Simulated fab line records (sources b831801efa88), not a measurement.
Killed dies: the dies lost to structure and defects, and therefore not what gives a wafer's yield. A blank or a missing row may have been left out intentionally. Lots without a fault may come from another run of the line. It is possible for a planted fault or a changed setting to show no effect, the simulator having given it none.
Matching of chambers    flow sky130    cmp-02 running SKY_VIA4_CMP_21: 4 sister chambers
The step polishes, stops on SiO2, t overpolish 25 s, target thk 0 nm. 14 wafers are shown with their chamber, then 7 later ones without.

== EACH WAFER AND ITS CHAMBER ==
wafer   chamber  motor-current-A (A)  overpolish-run-s (s)  slurry-filter-dp-kPa (kPa)
L408.4  2        11.0                 25.015                13.64
L408.5  1        10.0                 25.006                13.31
L408.6  2        11.1                 25.008                13.30
L409.1  1        10.9                 24.995                13.27
L409.4  3        11.9                 24.999                13.25
L409.5  2        11.2                 25.009                13.22
L410.3  3        12.2                 24.982                13.57
L410.5  2        11.3                 24.996                13.51
L410.6  1        10.1                 25.002                13.46
L411.3  0        12.3                 25.009                13.29
L411.5  3        12.1                 24.992                13.74
L411.6  2        11.4                 25.014                13.59
L414.1  3        11.9                 25.004                13.58
L414.2  0        11.8                 25.002                13.55

SIGNATURES (means of the wafers above)
reading               chamber 0  chamber 1  chamber 2  chamber 3  scatter within a chamber
motor-current-A       12.050     10.333     11.200     12.025     0.279
overpolish-run-s      25.00550   25.00100   25.00840   24.99425   0.00767
slurry-filter-dp-kPa  13.4200    13.3467    13.4520    13.5350    0.177
Rule: for each reading, subtract the chamber's mean from the wafer's reading, divide by that reading's scatter and square the result; add these up over the readings and take the root, which gives the wafer's distance from the chamber. If the next closest chamber is less than 2 further off than the closest, the wafer can't be placed; otherwise it belongs to the closest. How the scatter is found: for the shown wafers, subtract from each reading the mean of its chamber, square and add these, divide the total by (wafers less chambers), then take the root.

== WAFERS WHOSE CHAMBER IS MISSING ==
wafer   motor-current-A (A)  overpolish-run-s (s)  slurry-filter-dp-kPa (kPa)
L414.4  10.4                 25.014                13.48
L417.2  12.6                 24.988                13.33
L417.3  10.5                 24.998                13.47
L417.6  10.6                 24.996                13.65
L421.2  10.5                 24.984                13.43
L421.4  12.2                 25.016                13.50
L421.5  11.0                 25.009                13.69

== THE CHAMBER EACH PASSED THROUGH ==
wafer   from the rows above      in truth
L414.4  can't be placed: 1 or 2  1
L417.2  can't be placed: 3 or 0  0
L417.3  can't be placed: 1 or 2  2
L417.6  can't be placed: 1 or 2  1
L421.2  can't be placed: 1 or 2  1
L421.4  can't be placed: 0 or 3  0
L421.5  can't be placed: 2 or 1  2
0 of 7 placed correctly. Can't be placed from these rows: 7 (the true chamber is among the candidates in 7). Placed wrongly: 0.
